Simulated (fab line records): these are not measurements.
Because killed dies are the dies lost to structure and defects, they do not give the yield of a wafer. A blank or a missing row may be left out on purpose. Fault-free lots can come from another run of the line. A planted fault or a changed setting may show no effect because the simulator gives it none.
fab line records | flow sky130
record lots=24 | wafers=72 | last_day=51
route steps=708 shown METAL1@434 METAL3@565 METAL4@602 CAP2M@603 METAL5@664
lots with no fault: from the same line, run without faults
start_h: start of the lot's first displayed wafer, in hours after the record's first day | wait_h: how many hours have passed since the lot's step before this one | " unchanged from the row above | L1.1+2: a single row standing in for several wafers | - no value, or no start given | * or withheld: withheld | < > ~ a bound
route shown NAME@n: names a module that has steps shown in the file, with the first one's number in the route | usual: mean/standard deviation taken from wafers without a fault | same: alike in all rows | chamber/n: place in a boat | sites: the reading at each site | _std_site: the standard deviation of these | _edge_site: outer sites' mean less inner sites' | radius_mm: how far each site lies from the wafer's centre | mask NAME#n: copy n | behind: the most recent tool/chamber to have shaped the wafer | hold: what put the lot on hold/how long, in hours/how the hold closed | device: whichever transistor did not switch (one of n, p or np) | end of line: the same wafers' tests at the end of the route | step lacking rows: just its recipe | killed: count of dies lost to structure and defects at first sort (not the wafer's yield) | map: the dies of a wafer, with x for killed, . for not killed, _ for no die there
set.NAME: setting as actually run; set.NAME@STEP: the setting as run at that earlier step | model.NAME: the simulator's own value behind a step, which no gauge read
a sample of lots followed through the steps of the route, with each step as a table and each wafer as a row
services: when a tool's chamber went out of use (start_h, in hours from the record's first day, below 0 if earlier), for how many hours, and the reason
## steps
# step SKY_METAL1_SPUTTER_00
# recipe material=Ti | target_thk_nm=15 | power_w=3000 | time_s=10 | chamber_pressure_pa=0.4
# usual throttle_valve_pct=30.0/0.98
lot.wafer | tool           | chamber | start_h | wait_h | throttle_valve_pct
L074.2    | pvd_sputter-03 | -       | 725.03  | 0.1    | 29.5
L074.3    | "              | -       | "       | "      | 29.3
L074.5    | "              | -       | "       | "      | 29.5
L075.1    | pvd_sputter-01 | -       | 744.84  | 0.1    | 31.1
L075.3    | "              | -       | "       | "      | 30.2
L075.6    | "              | -       | "       | "      | 29.9
L076.4    | pvd_sputter-01 | -       | 747.47  | 0.1    | 31.3
L076.5    | "              | -       | "       | "      | 31.1
L076.6    | "              | -       | "       | "      | 30.3
L077.1    | pvd_sputter-01 | -       | 755.52  | 0.1    | 30.9
L077.5    | "              | -       | "       | "      | 31.1
L077.6    | "              | -       | "       | "      | 30.8
L078.1    | pvd_sputter-03 | -       | 765.22  | 0.2    | 29.0
L078.3    | "              | -       | "       | "      | 29.7
L078.5    | "              | -       | "       | "      | 28.4
L079.1    | pvd_sputter-01 | -       | 776.29  | 0.2    | 30.5
L079.2    | "              | -       | "       | "      | 31.0
L079.3    | "              | -       | "       | "      | 31.0
L082.1    | pvd_sputter-04 | -       | 795.70  | 0.2    | 30.5
L082.4    | "              | -       | "       | "      | 32.4
L082.5    | "              | -       | "       | "      | 32.6
L081.2    | pvd_sputter-01 | -       | 797.11  | 0.1    | 29.9
L081.3    | "              | -       | "       | "      | 30.4
L081.6    | "              | -       | "       | "      | 30.3
L080.3    | pvd_sputter-04 | -       | 798.18  | 0.1    | 32.9
L080.5    | "              | -       | "       | "      | 29.1
L080.6    | "              | -       | "       | "      | 29.3
L083.2    | pvd_sputter-03 | -       | 810.32  | 0.1    | 29.4
L083.3    | "              | -       | "       | "      | 28.6
L083.4    | "              | -       | "       | "      | 29.4
L084.2    | pvd_sputter-01 | -       | 820.14  | 0.2    | 31.1
L084.5    | "              | -       | "       | "      | 30.9
L084.6    | "              | -       | "       | "      | 29.9
L085.1    | pvd_sputter-04 | -       | 822.06  | 0.1    | 29.1
L085.4    | "              | -       | "       | "      | 29.3
L085.6    | "              | -       | "       | "      | 29.3
L086.2    | pvd_sputter-04 | -       | 830.57  | 0.1    | 30.6
L086.4    | "              | -       | "       | "      | 29.3
L086.5    | "              | -       | "       | "      | 29.2
L087.1    | pvd_sputter-04 | -       | 834.49  | 0.2    | 29.1
L087.2    | "              | -       | "       | "      | 30.8
L087.5    | "              | -       | "       | "      | 29.1
L088.1    | pvd_sputter-04 | -       | 841.64  | 0.2    | 29.7
L088.3    | "              | -       | "       | "      | 30.9
L088.5    | "              | -       | "       | "      | 31.0
L089.3    | pvd_sputter-04 | -       | 851.04  | 0.1    | 29.4
L089.4    | "              | -       | "       | "      | 32.7
L089.5    | "              | -       | "       | "      | 29.2
L090.1    | pvd_sputter-03 | -       | 863.06  | 0.2    | 29.3
L090.2    | "              | -       | "       | "      | 29.6
L090.3    | "              | -       | "       | "      | 28.6
L091.1    | pvd_sputter-03 | -       | 867.34  | 0.1    | 29.0
L091.3    | "              | -       | "       | "      | 29.3
L091.6    | "              | -       | "       | "      | 29.7
L092.1    | pvd_sputter-03 | -       | 870.39  | 0.1    | 28.7
L092.2    | "              | -       | "       | "      | 29.6
L092.6    | "              | -       | "       | "      | 29.4
L093.1    | pvd_sputter-01 | -       | 877.53  | 0.2    | 31.1
L093.2    | "              | -       | "       | "      | 29.8
L093.4    | "              | -       | "       | "      | 30.4
L094.1    | pvd_sputter-03 | -       | 882.77  | 0.1    | 29.4
L094.3    | "              | -       | "       | "      | 29.7
L094.5    | "              | -       | "       | "      | 29.2
L095.1    | pvd_sputter-01 | -       | 887.23  | 0.1    | 30.5
L095.2    | "              | -       | "       | "      | 31.0
L095.6    | "              | -       | "       | "      | 31.0
L096.1    | pvd_sputter-03 | -       | 901.37  | 0.1    | 29.5
L096.2    | "              | -       | "       | "      | 28.6
L096.5    | "              | -       | "       | "      | 29.5
L097.2    | pvd_sputter-01 | -       | 930.24  | 0.1    | 30.7
L097.3    | "              | -       | "       | "      | 30.9
L097.5    | "              | -       | "       | "      | 30.2
# step SKY_METAL3_DESCUM_15
# recipe chemistry=O2 | source_power_w=150 | bias_power_w=0 | pressure_mtorr=10 | temp_c=40 | time_s=8
# usual drypump_motor_current_A=5.8/0.4 | oes_product_au=0.997/0.012
lot.wafer | tool         | chamber | start_h | wait_h | drypump_motor_current_A | oes_product_au | rf_hours_counter_h
L074.2    | rie_metal-01 | 1       | 891.51  | 0.0    | 6.1                     | 0.990          | 8
L074.3    | "            | 0       | "       | "      | 5.7                     | 0.992          | -
L074.5    | "            | 1       | "       | "      | 6.1                     | 1.006          | -
L075.1    | rie_metal-01 | 1       | 909.81  | 0.0    | 6.1                     | 0.987          | 9
L075.3    | "            | 1       | "       | "      | 6.1                     | 0.983          | -
L075.6    | "            | 1       | "       | "      | 6.1                     | 0.989          | -
L076.4    | rie_metal-01 | 1       | 912.79  | 0.0    | 6.1                     | 0.990          | -
L076.5    | "            | 1       | "       | "      | 6.1                     | 0.983          | -
L076.6    | "            | 0       | "       | "      | 5.6                     | 0.999          | -
L077.1    | rie_metal-02 | 0       | 919.13  | 0.0    | 5.3                     | 0.984          | 9
L077.5    | "            | 0       | "       | "      | 5.3                     | 0.986          | -
L077.6    | "            | 0       | "       | "      | 5.3                     | 0.981          | -
L078.1    | rie_metal-01 | 0       | 926.66  | 0.0    | 5.6                     | 1.007          | 0
L078.3    | "            | 1       | "       | "      | 6.1                     | 0.995          | -
L078.5    | "            | 0       | "       | "      | 5.6                     | 1.002          | -
L079.1    | rie_metal-02 | 1       | 937.99  | 0.0    | 5.1                     | 1.006          | 8
L079.2    | "            | 0       | "       | "      | 5.3                     | 0.995          | 10
L079.3    | "            | 1       | "       | "      | 5.1                     | 1.003          | -
L082.1    | rie_metal-01 | 0       | 954.88  | 0.0    | 5.7                     | 1.001          | 1
L082.4    | "            | 1       | "       | "      | 6.1                     | 0.986          | -
L082.5    | "            | 0       | "       | "      | 5.7                     | 0.988          | -
L081.2    | rie_metal-01 | 1       | 956.03  | 0.0    | 6.1                     | 0.997          | 11
L081.3    | "            | 0       | "       | "      | 5.7                     | 0.997          | -
L081.6    | "            | 0       | "       | "      | 5.7                     | 0.989          | -
L080.3    | rie_metal-01 | 0       | 957.07  | 0.0    | 5.6                     | 0.987          | -
L080.5    | "            | 1       | "       | "      | 6.1                     | 0.982          | -
L080.6    | "            | 0       | "       | "      | 5.6                     | 0.991          | -
L083.2    | rie_metal-02 | 0       | 967.29  | 0.0    | 5.3                     | 0.998          | 12
L083.3    | "            | 0       | "       | "      | 5.3                     | 0.998          | -
L083.4    | "            | 1       | "       | "      | 5.2                     | 1.002          | -
L084.2    | rie_metal-04 | 1       | 972.16  | 0.0    | 6.3                     | 1.012          | 5
L084.5    | "            | 0       | "       | "      | 6.1                     | 1.000          | -
L084.6    | "            | 1       | "       | "      | 6.3                     | 1.024          | -
L085.1    | rie_metal-02 | 1       | 976.66  | 0.0    | 5.1                     | 0.992          | 10
L085.4    | "            | 1       | "       | "      | 5.1                     | 0.988          | -
L085.6    | "            | 0       | "       | "      | 5.3                     | 0.989          | -
L086.2    | rie_metal-02 | 1       | 983.79  | 0.0    | 5.2                     | 0.994          | 11
L086.4    | "            | 0       | "       | "      | 5.3                     | 0.996          | -
L086.5    | "            | 0       | "       | "      | 5.3                     | 1.002          | -
L087.1    | rie_metal-04 | 1       | 989.31  | 0.0    | 6.3                     | 1.015          | 5
L087.2    | "            | 0       | "       | "      | 6.1                     | 1.013          | 12
L087.5    | "            | 1       | "       | "      | 6.3                     | 1.027          | -
L088.1    | rie_metal-01 | 0       | 993.63  | 0.0    | 5.6                     | 0.973          | 4
L088.3    | "            | 0       | "       | "      | 5.7                     | 0.980          | -
L088.5    | "            | 0       | "       | "      | 5.7                     | 0.983          | -
L089.3    | rie_metal-02 | 1       | 1002.42 | 0.0    | 5.1                     | 0.998          | -
L089.4    | "            | 0       | "       | "      | 5.3                     | 0.993          | -
L089.5    | "            | 0       | "       | "      | 5.3                     | 0.998          | -
L090.1    | rie_metal-01 | 1       | 1015.86 | 0.0    | 6.1                     | 0.992          | 14
L090.2    | "            | 0       | "       | "      | 5.7                     | 0.984          | 4
L090.3    | "            | 0       | "       | "      | 5.7                     | 0.996          | -
L091.1    | rie_metal-01 | 1       | 1020.64 | 0.0    | 6.1                     | 0.988          | 14
L091.3    | "            | 0       | "       | "      | 5.7                     | 0.986          | -
L091.6    | "            | 0       | "       | "      | 5.6                     | 0.992          | -
L092.1    | rie_metal-04 | 0       | 1020.99 | 0.0    | 6.1                     | 1.016          | 14
L092.2    | "            | 1       | "       | "      | 6.3                     | 1.018          | 8
L092.6    | "            | 0       | "       | "      | 6.1                     | 1.004          | -
L093.1    | rie_metal-01 | 0       | 1037.16 | 0.0    | 5.6                     | 0.991          | 6
L093.2    | "            | 1       | "       | "      | 6.1                     | 0.985          | 15
L093.4    | "            | 1       | "       | "      | 6.1                     | 0.986          | -
L094.1    | rie_metal-04 | 1       | 1039.73 | 0.0    | 6.3                     | 1.019          | 9
L094.3    | "            | 1       | "       | "      | 6.3                     | 1.017          | -
L094.5    | "            | 1       | "       | "      | 6.2                     | 1.016          | -
L095.1    | rie_metal-04 | 0       | 1042.61 | 0.0    | 6.1                     | 1.007          | 15
L095.2    | "            | 1       | "       | "      | 6.3                     | 1.017          | 9
L095.6    | "            | 0       | "       | "      | 6.1                     | 1.006          | -
L096.1    | rie_metal-01 | 0       | 1045.74 | 0.0    | 5.7                     | 0.986          | 7
L096.2    | "            | 1       | "       | "      | 6.1                     | 0.979          | 16
L096.5    | "            | 1       | "       | "      | 6.1                     | 0.989          | -
L097.2    | rie_metal-02 | 1       | 1082.77 | 0.0    | 5.2                     | 0.994          | -
L097.3    | "            | 1       | "       | "      | 5.1                     | 0.998          | -
L097.5    | "            | 1       | "       | "      | 5.1                     | 0.987          | -
# step SKY_METAL4_SPUTTER_04
# recipe material=TiN | target_thk_nm=70 | power_w=6500 | time_s=58.3 | chamber_pressure_pa=0.4
# usual throttle_valve_pct=30.0/1.1
lot.wafer | tool           | chamber | start_h | wait_h | throttle_valve_pct
L074.2    | pvd_sputter-04 | -       | 919.95  | 0.0    | 30.6
L074.3    | "              | -       | "       | "      | 32.5
L074.5    | "              | -       | "       | "      | 30.8
L075.1    | pvd_sputter-03 | -       | 937.23  | 0.0    | 29.7
L075.3    | "              | -       | "       | "      | 29.1
L075.6    | "              | -       | "       | "      | 29.1
L076.4    | pvd_sputter-02 | -       | 940.24  | 0.0    | 30.0
L076.5    | "              | -       | "       | "      | 30.5
L076.6    | "              | -       | "       | "      | 30.2
L077.1    | pvd_sputter-04 | -       | 946.89  | 0.0    | 32.6
L077.5    | "              | -       | "       | "      | 28.9
L077.6    | "              | -       | "       | "      | 30.8
L078.1    | pvd_sputter-03 | -       | 954.24  | 0.0    | 28.4
L078.3    | "              | -       | "       | "      | 29.1
L078.5    | "              | -       | "       | "      | 29.6
L079.1    | pvd_sputter-03 | -       | 965.13  | 0.0    | 29.2
L079.2    | "              | -       | "       | "      | 29.3
L079.3    | "              | -       | "       | "      | 29.4
L082.1    | pvd_sputter-04 | -       | 990.86  | 0.0    | 32.4
L082.4    | "              | -       | "       | "      | 30.9
L082.5    | "              | -       | "       | "      | 29.3
L081.2    | pvd_sputter-02 | -       | 991.02  | 0.0    | 30.0
L081.3    | "              | -       | "       | "      | 29.4
L081.6    | "              | -       | "       | "      | 30.0
L080.3    | pvd_sputter-02 | -       | 992.14  | 0.0    | 30.1
L080.5    | "              | -       | "       | "      | 29.4
L080.6    | "              | -       | "       | "      | 30.0
L083.2    | pvd_sputter-02 | -       | 997.28  | 0.0    | 29.6
L083.3    | "              | -       | "       | "      | 29.8
L083.4    | "              | -       | "       | "      | 30.2
L084.2    | pvd_sputter-02 | -       | 999.41  | 0.0    | 29.4
L084.5    | "              | -       | "       | "      | 29.8
L084.6    | "              | -       | "       | "      | 30.3
L085.1    | pvd_sputter-04 | -       | 1002.96 | 0.0    | 29.2
L085.4    | "              | -       | "       | "      | 30.7
L085.6    | "              | -       | "       | "      | 30.7
L086.2    | pvd_sputter-02 | -       | 1008.30 | 0.0    | 29.8
L086.4    | "              | -       | "       | "      | 29.9
L086.5    | "              | -       | "       | "      | 30.4
L087.1    | pvd_sputter-03 | -       | 1015.53 | 0.0    | 28.5
L087.2    | "              | -       | "       | "      | 29.4
L087.5    | "              | -       | "       | "      | 28.8
L088.1    | pvd_sputter-04 | -       | 1020.45 | 0.0    | 30.6
L088.3    | "              | -       | "       | "      | 29.5
L088.5    | "              | -       | "       | "      | 30.7
L089.3    | pvd_sputter-04 | -       | 1027.83 | 0.0    | 32.8
L089.4    | "              | -       | "       | "      | 29.0
L089.5    | "              | -       | "       | "      | 32.6
L090.1    | pvd_sputter-04 | -       | 1041.90 | 0.0    | 29.0
L090.2    | "              | -       | "       | "      | 30.7
L090.3    | "              | -       | "       | "      | 32.8
L091.1    | pvd_sputter-04 | -       | 1047.14 | 0.0    | 32.4
L091.3    | "              | -       | "       | "      | 29.3
L091.6    | "              | -       | "       | "      | 32.5
L092.1    | pvd_sputter-03 | -       | 1047.81 | 0.0    | 28.8
L092.2    | "              | -       | "       | "      | 28.6
L092.6    | "              | -       | "       | "      | 28.6
L093.1    | pvd_sputter-04 | -       | 1062.25 | 0.0    | 32.6
L093.2    | "              | -       | "       | "      | 29.1
L093.4    | "              | -       | "       | "      | 30.8
L094.1    | pvd_sputter-03 | -       | 1064.93 | 0.0    | 29.7
L094.3    | "              | -       | "       | "      | 29.0
L094.5    | "              | -       | "       | "      | 29.4
L095.1    | pvd_sputter-02 | -       | 1067.92 | 0.0    | 30.1
L095.2    | "              | -       | "       | "      | 29.5
L095.6    | "              | -       | "       | "      | 30.3
L096.1    | pvd_sputter-04 | -       | 1070.47 | 0.0    | 29.2
L096.2    | "              | -       | "       | "      | 32.5
L096.5    | "              | -       | "       | "      | 32.6
L097.2    | pvd_sputter-03 | -       | 1105.93 | 0.0    | 29.6
L097.3    | "              | -       | "       | "      | 29.7
L097.5    | "              | -       | "       | "      | 29.6
# step SKY_CAP2M_CVD_00
# recipe material=SiO2 | target_thk_nm=15.5 | temp_c=400 | time_s=withheld | rf_w=450
# usual heater_power_w=653/95
lot.wafer | tool     | chamber | start_h | wait_h | heater_power_w
L074.2    | pecvd-02 | 0       | 920.00  | 0.0    | 681
L074.3    | "        | 1       | "       | "      | 723
L074.5    | "        | 0       | "       | "      | 668
L075.1    | pecvd-01 | 1       | 937.28  | 0.0    | 773
L075.3    | "        | 0       | "       | "      | 563
L075.6    | "        | 0       | "       | "      | 552
L076.4    | pecvd-01 | 2       | 940.31  | 0.0    | 593
L076.5    | "        | 1       | "       | "      | 805
L076.6    | "        | 0       | "       | "      | 551
L077.1    | pecvd-03 | 0       | 946.94  | 0.0    | 619
L077.5    | "        | 0       | "       | "      | 633
L077.6    | "        | 1       | "       | "      | 809
L078.1    | pecvd-02 | 1       | 954.29  | 0.0    | 798
L078.3    | "        | 0       | "       | "      | 615
L078.5    | "        | 1       | "       | "      | 778
L079.1    | pecvd-03 | 2       | 965.18  | 0.0    | 672
L079.2    | "        | 0       | "       | "      | 661
L079.3    | "        | 1       | "       | "      | 693
L082.1    | pecvd-01 | 1       | 990.91  | 0.0    | 755
L082.4    | "        | 2       | "       | "      | 606
L082.5    | "        | 0       | "       | "      | 535
L081.2    | pecvd-02 | 1       | 991.08  | 0.0    | 676
L081.3    | "        | 0       | "       | "      | 619
L081.6    | "        | 2       | "       | "      | 755
L080.3    | pecvd-01 | 1       | 992.20  | 0.0    | 780
L080.5    | "        | 2       | "       | "      | 623
L080.6    | "        | 0       | "       | "      | 572
L083.2    | pecvd-02 | 1       | 997.33  | 0.0    | 806
L083.3    | "        | 0       | "       | "      | 709
L083.4    | "        | 2       | "       | "      | 712
L084.2    | pecvd-01 | 2       | 999.47  | 0.0    | 519
L084.5    | "        | 2       | "       | "      | 521
L084.6    | "        | 0       | "       | "      | 533
L085.1    | pecvd-03 | 2       | 1003.01 | 0.0    | 600
L085.4    | "        | 1       | "       | "      | 716
L085.6    | "        | 0       | "       | "      | 674
L086.2    | pecvd-02 | 2       | 1008.35 | 0.0    | 739
L086.4    | "        | 1       | "       | "      | 754
L086.5    | "        | 2       | "       | "      | 726
L087.1    | pecvd-01 | 2       | 1015.58 | 0.0    | 629
L087.2    | "        | 0       | "       | "      | 472
L087.5    | "        | 0       | "       | "      | 480
L088.1    | pecvd-03 | 0       | 1020.50 | 0.0    | 647
L088.3    | "        | 1       | "       | "      | 689
L088.5    | "        | 2       | "       | "      | 681
L089.3    | pecvd-03 | 2       | 1027.87 | 0.0    | 668
L089.4    | "        | 2       | "       | "      | 661
L089.5    | "        | 1       | "       | "      | 795
L090.1    | pecvd-01 | 0       | 1041.95 | 0.0    | 494
L090.2    | "        | 2       | "       | "      | 571
L090.3    | "        | 1       | "       | "      | 705
L091.1    | pecvd-01 | 0       | 1047.19 | 0.0    | 557
L091.3    | "        | 1       | "       | "      | 783
L091.6    | "        | 0       | "       | "      | 571
L092.1    | pecvd-01 | 2       | 1047.86 | 0.0    | 628
L092.2    | "        | 0       | "       | "      | 543
L092.6    | "        | 0       | "       | "      | 535
L093.1    | pecvd-03 | 2       | 1062.29 | 0.0    | 605
L093.2    | "        | 0       | "       | "      | 704
L093.4    | "        | 0       | "       | "      | 710
L094.1    | pecvd-01 | 1       | 1064.98 | 0.0    | 745
L094.3    | "        | 0       | "       | "      | 484
L094.5    | "        | 2       | "       | "      | 606
L095.1    | pecvd-03 | 2       | 1067.96 | 0.0    | 634
L095.2    | "        | 1       | "       | "      | 703
L095.6    | "        | 2       | "       | "      | 637
L096.1    | pecvd-01 | 1       | 1070.52 | 0.0    | 797
L096.2    | "        | 0       | "       | "      | 490
L096.5    | "        | 0       | "       | "      | 472
L097.2    | pecvd-01 | 2       | 1105.98 | 0.0    | 614
L097.3    | "        | 0       | "       | "      | 569
L097.5    | "        | 0       | "       | "      | 557
# step SKY_METAL4_ETCH_17
# recipe target=SiO2 | stop_on=TiN | chemistry=C4F8/O2/Ar | source_w=1500 | bias_w=1200 | pressure_mtorr=40 | c4f8_flow_sccm=withheld | O2_flow_sccm=6 | Ar_flow_sccm=300 | time_s=3.9 | target_depth_a=150
# usual oes_product_au=0.754/0.0067
lot.wafer | tool        | chamber | start_h | wait_h | oes_product_au | rf_hours_counter_h
L074.2    | rie_diel-02 | 2       | 967.89  | 0.1    | 0.741          | 4
L074.3    | "           | 1       | "       | "      | 0.756          | 20
L074.5    | "           | 3       | "       | "      | 0.762          | -
L075.1    | rie_diel-04 | 0       | 982.19  | 0.1    | 0.752          | 9
L075.3    | "           | 1       | "       | "      | 0.755          | 12
L075.6    | "           | 0       | "       | "      | 0.756          | -
L076.4    | rie_diel-02 | 0       | 985.29  | 0.0    | 0.765          | 7
L076.5    | "           | 3       | "       | "      | 0.745          | -
L076.6    | "           | 2       | "       | "      | 0.754          | -
L077.1    | rie_diel-04 | 0       | 992.82  | 0.1    | 0.761          | 10
L077.5    | "           | 2       | "       | "      | 0.766          | -
L077.6    | "           | 1       | "       | "      | 0.763          | -
L078.1    | rie_diel-04 | 1       | 998.54  | 0.1    | 0.742          | 13
L078.3    | "           | 2       | "       | "      | 0.750          | 10
L078.5    | "           | 1       | "       | "      | 0.740          | -
L079.1    | rie_diel-04 | 3       | 1010.09 | 0.1    | 0.746          | 11
L079.2    | "           | 0       | "       | "      | 0.754          | 11
L079.3    | "           | 1       | "       | "      | 0.763          | 14
L082.1    | rie_diel-04 | 3       | 1036.97 | 0.1    | 0.740          | 12
L082.4    | "           | 2       | "       | "      | 0.756          | 11
L082.5    | "           | 3       | "       | "      | 0.756          | -
L081.2    | rie_diel-04 | 1       | 1037.94 | 0.1    | 0.745          | 14
L081.3    | "           | 3       | "       | "      | 0.754          | 12
L081.6    | "           | 2       | "       | "      | 0.757          | -
L080.3    | rie_diel-01 | 1       | 1038.39 | 0.0    | 0.753          | 12
L080.5    | "           | 1       | "       | "      | 0.758          | -
L080.6    | "           | 2       | "       | "      | 0.758          | -
L083.2    | rie_diel-01 | 3       | 1043.72 | 0.1    | 0.756          | 7
L083.3    | "           | 2       | "       | "      | 0.756          | 21
L083.4    | "           | 1       | "       | "      | 0.754          | 12
L084.2    | rie_diel-02 | 3       | 1045.52 | 0.1    | 0.751          | 12
L084.5    | "           | 3       | "       | "      | 0.759          | -
L084.6    | "           | 2       | "       | "      | 0.758          | -
L085.1    | rie_diel-01 | 0       | 1047.59 | 0.1    | 0.753          | 10
L085.4    | "           | 2       | "       | "      | 0.765          | 21
L085.6    | "           | 0       | "       | "      | 0.755          | -
L086.2    | rie_diel-02 | 0       | 1053.87 | 0.1    | 0.739          | 9
L086.4    | "           | 1       | "       | "      | 0.743          | 23
L086.5    | "           | 1       | "       | "      | 0.748          | -
L087.1    | rie_diel-02 | 2       | 1061.64 | 0.1    | 0.750          | 7
L087.2    | "           | 1       | "       | "      | 0.749          | 23
L087.5    | "           | 0       | "       | "      | 0.762          | -
L088.1    | rie_diel-04 | 2       | 1065.89 | 0.1    | 0.753          | 13
L088.3    | "           | 1       | "       | "      | 0.758          | 16
L088.5    | "           | 3       | "       | "      | 0.750          | -
L089.3    | rie_diel-02 | 2       | 1071.29 | 0.0    | 0.743          | 8
L089.4    | "           | 3       | "       | "      | 0.754          | 13
L089.5    | "           | 1       | "       | "      | 0.754          | -
L090.1    | rie_diel-02 | 3       | 1086.42 | 0.1    | 0.737          | 13
L090.2    | "           | 2       | "       | "      | 0.750          | 8
L090.3    | "           | 0       | "       | "      | 0.745          | 10
L091.1    | rie_diel-04 | 3       | 1090.34 | 0.1    | 0.749          | 14
L091.3    | "           | 2       | "       | "      | 0.751          | 13
L091.6    | "           | 1       | "       | "      | 0.757          | -
L092.1    | rie_diel-02 | 3       | 1091.29 | 0.1    | 0.743          | 14
L092.2    | "           | 1       | "       | "      | 0.739          | 24
L092.6    | "           | 2       | "       | "      | 0.764          | -
L093.1    | rie_diel-01 | 1       | 1103.89 | 0.1    | 0.754          | 14
L093.2    | "           | 2       | "       | "      | 0.754          | 23
L093.4    | "           | 0       | "       | "      | 0.758          | 12
L094.1    | rie_diel-02 | 2       | 1107.52 | 0.1    | 0.750          | 9
L094.3    | "           | 3       | "       | "      | 0.749          | 14
L094.5    | "           | 1       | "       | "      | 0.755          | -
L095.1    | rie_diel-01 | 2       | 1108.54 | 0.1    | 0.757          | 23
L095.2    | "           | 0       | "       | "      | 0.756          | 12
L095.6    | "           | 0       | "       | "      | 0.767          | -
L096.1    | rie_diel-02 | 0       | 1111.77 | 0.1    | 0.751          | 11
L096.2    | "           | 1       | "       | "      | 0.750          | 25
L096.5    | "           | 0       | "       | "      | 0.754          | -
L097.2    | rie_diel-04 | 3       | 1145.04 | 0.1    | 0.751          | 15
L097.3    | "           | 2       | "       | "      | 0.759          | 15
L097.5    | "           | 2       | "       | "      | 0.747          | -
# step SKY_METAL5_SPUTTER_03
# recipe material=Ti | target_thk_nm=5 | power_w=3000 | time_s=3.229 | chamber_pressure_pa=0.4
# usual throttle_valve_pct=30.4/1
lot.wafer | tool           | chamber | start_h | wait_h | throttle_valve_pct
L074.2    | pvd_sputter-04 | -       | 997.17  | 0.0    | 30.5
L074.3    | "              | -       | "       | "      | 29.2
L074.5    | "              | -       | "       | "      | 29.1
L075.1    | pvd_sputter-02 | -       | 1007.33 | 0.0    | 29.9
L075.3    | "              | -       | "       | "      | 30.0
L075.6    | "              | -       | "       | "      | 30.1
L076.4    | pvd_sputter-04 | -       | 1010.15 | 0.0    | 30.5
L076.5    | "              | -       | "       | "      | 32.5
L076.6    | "              | -       | "       | "      | 30.8
L077.1    | pvd_sputter-01 | -       | 1018.53 | 0.0    | 30.7
L077.5    | "              | -       | "       | "      | 30.3
L077.6    | "              | -       | "       | "      | 30.8
L078.1    | pvd_sputter-02 | -       | 1023.50 | 0.0    | 29.5
L078.3    | "              | -       | "       | "      | 29.7
L078.5    | "              | -       | "       | "      | 30.1
L079.1    | pvd_sputter-01 | -       | 1034.97 | 0.0    | 30.5
L079.2    | "              | -       | "       | "      | 30.0
L079.3    | "              | -       | "       | "      | 31.0
L082.1    | pvd_sputter-01 | -       | 1061.58 | 0.0    | 31.3
L082.4    | "              | -       | "       | "      | 30.9
L082.5    | "              | -       | "       | "      | 30.4
L081.2    | pvd_sputter-01 | -       | 1063.14 | 0.0    | 30.9
L081.3    | "              | -       | "       | "      | 30.7
L081.6    | "              | -       | "       | "      | 31.3
L080.3    | pvd_sputter-02 | -       | 1063.74 | 0.0    | 30.2
L080.5    | "              | -       | "       | "      | 30.0
L080.6    | "              | -       | "       | "      | 30.2
L083.2    | pvd_sputter-04 | -       | 1068.68 | 0.0    | 29.1
L083.3    | "              | -       | "       | "      | 30.8
L083.4    | "              | -       | "       | "      | 32.6
L084.2    | pvd_sputter-02 | -       | 1070.18 | 0.0    | 29.4
L084.5    | "              | -       | "       | "      | 30.2
L084.6    | "              | -       | "       | "      | 29.9
L085.1    | pvd_sputter-04 | -       | 1072.05 | 0.0    | 30.8
L085.4    | "              | -       | "       | "      | 29.1
L085.6    | "              | -       | "       | "      | 30.7
L086.2    | pvd_sputter-04 | -       | 1078.32 | 0.0    | 30.7
L086.4    | "              | -       | "       | "      | 29.3
L086.5    | "              | -       | "       | "      | 32.8
L087.1    | pvd_sputter-04 | -       | 1085.80 | 0.0    | 30.8
L087.2    | "              | -       | "       | "      | 29.4
L087.5    | "              | -       | "       | "      | 29.1
L088.1    | pvd_sputter-04 | -       | 1089.24 | 0.0    | 29.2
L088.3    | "              | -       | "       | "      | 28.9
L088.5    | "              | -       | "       | "      | 29.2
L089.3    | pvd_sputter-04 | -       | 1095.10 | 0.0    | 32.5
L089.4    | "              | -       | "       | "      | 30.7
L089.5    | "              | -       | "       | "      | 30.6
L090.1    | pvd_sputter-02 | -       | 1110.01 | 0.0    | 30.0
L090.2    | "              | -       | "       | "      | 29.9
L090.3    | "              | -       | "       | "      | 29.4
L091.1    | pvd_sputter-01 | -       | 1114.81 | 0.0    | 29.8
L091.3    | "              | -       | "       | "      | 30.4
L091.6    | "              | -       | "       | "      | 30.1
L092.1    | pvd_sputter-04 | -       | 1115.11 | 0.0    | 29.1
L092.2    | "              | -       | "       | "      | 30.6
L092.6    | "              | -       | "       | "      | 29.2
L093.1    | pvd_sputter-04 | -       | 1125.86 | 0.0    | 30.7
L093.2    | "              | -       | "       | "      | 29.1
L093.4    | "              | -       | "       | "      | 32.7
L094.1    | pvd_sputter-02 | -       | 1129.53 | 0.0    | 30.2
L094.3    | "              | -       | "       | "      | 29.8
L094.5    | "              | -       | "       | "      | 30.1
L095.1    | pvd_sputter-02 | -       | 1132.09 | 0.0    | 29.9
L095.2    | "              | -       | "       | "      | 29.6
L095.6    | "              | -       | "       | "      | 29.4
L096.1    | pvd_sputter-01 | -       | 1135.17 | 0.0    | 30.0
L096.2    | "              | -       | "       | "      | 31.0
L096.5    | "              | -       | "       | "      | 31.3
L097.2    | pvd_sputter-01 | -       | 1164.85 | 0.0    | 31.2
L097.3    | "              | -       | "       | "      | 29.9
L097.5    | "              | -       | "       | "      | 31.2
## services
tool           | chamber | start_h | hours | kind
pvd_sputter-04 | -       | 711.64  | 2.6   | repair
pecvd-01       | 0       | 713.54  | 12.4  | repair
pecvd-01       | 0       | 733.12  | 9.9   | repair
pvd_sputter-04 | -       | 742.45  | 4.5   | repair
pvd_sputter-02 | -       | 777.51  | 3.1   | repair
pvd_sputter-01 | -       | 778.43  | 4.8   | repair
pvd_sputter-02 | -       | 807.70  | 3.8   | repair
pecvd-01       | -       | 813.11  | 5.5   | pm
pvd_sputter-02 | -       | 813.95  | 5.4   | repair
pvd_sputter-01 | -       | 830.32  | 6.7   | repair
pvd_sputter-01 | -       | 848.58  | 1.0   | repair
pvd_sputter-03 | -       | 849.68  | 2.0   | repair
pvd_sputter-01 | -       | 853.10  | 0.7   | repair
pvd_sputter-01 | -       | 882.44  | 2.7   | repair
pvd_sputter-02 | -       | 890.26  | 7.2   | repair
pvd_sputter-01 | -       | 973.24  | 4.6   | repair
pvd_sputter-03 | -       | 977.63  | 3.7   | repair
rie_metal-01   | -       | 994.84  | 14.6  | pm
pvd_sputter-04 | -       | 998.61  | 2.4   | repair
pecvd-01       | -       | 1006.82 | 0.8   | repair
pvd_sputter-02 | -       | 1074.91 | 8.7   | repair
pecvd-01       | 2       | 1096.99 | 3.9   | repair
rie_metal-01   | 0       | 1115.28 | 44.0  | repair
pecvd-01       | 0       | 1129.53 | 12.7  | repair
## key
fault none
